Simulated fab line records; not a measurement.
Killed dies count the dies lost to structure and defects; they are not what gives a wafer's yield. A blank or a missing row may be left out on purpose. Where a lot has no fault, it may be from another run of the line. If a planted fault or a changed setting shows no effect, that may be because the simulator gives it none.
Matching of chambers ; flow gf180mcu ; GF_SAB_CVD_00 on pecvd-03: 3 sister chambers
The step deposits SiO2 from TEOS, target thk 50 nm, time 4.9302 s. 6 wafers are shown with their chamber, then 8 later ones without.

WAFERS WITH THEIR CHAMBER
wafer;chamber;heater-power-w (W)
L974.2;1;784
L974.4;2;582
L976.2;0;760
L976.5;1;766
L976.6;0;749
L980.1;2;527

WAFERS MISSING THEIR CHAMBER
wafer;heater-power-w (W)
L980.2;757
L980.5;547
L981.1;816
L981.4;567
L981.5;774
L987.1;768
L987.3;738
L987.6;529

WHICH CHAMBER EACH WENT THROUGH
wafer;from the rows above;in truth
L980.2;can't be placed: 0 or 1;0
L980.5;2;2
L981.1;can't be placed: 1 or 0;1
L981.4;2;2
L981.5;can't be placed: 1 or 0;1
L987.1;can't be placed: 1 or 0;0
L987.3;can't be placed: 0 or 1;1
L987.6;2;2
Placed correctly: 3 of 8. Can't be placed from these rows: 5 (the true chamber is among the candidates in 5). Number placed wrongly: 0.
How it was worked out, from the rows above alone: a wafer's distance from a chamber is the root of the sum, over the readings, of the square of ((its reading less the chamber's mean) divided by the reading's scatter). The wafer belongs to the nearest chamber; if the next one is less than 2 further off, it can't be placed. A chamber's mean is the mean of its shown wafers. The scatter is the square root of a quotient: the sum, over the shown wafers, of each reading's squared deviation from its chamber's mean, divided by wafers minus chambers.
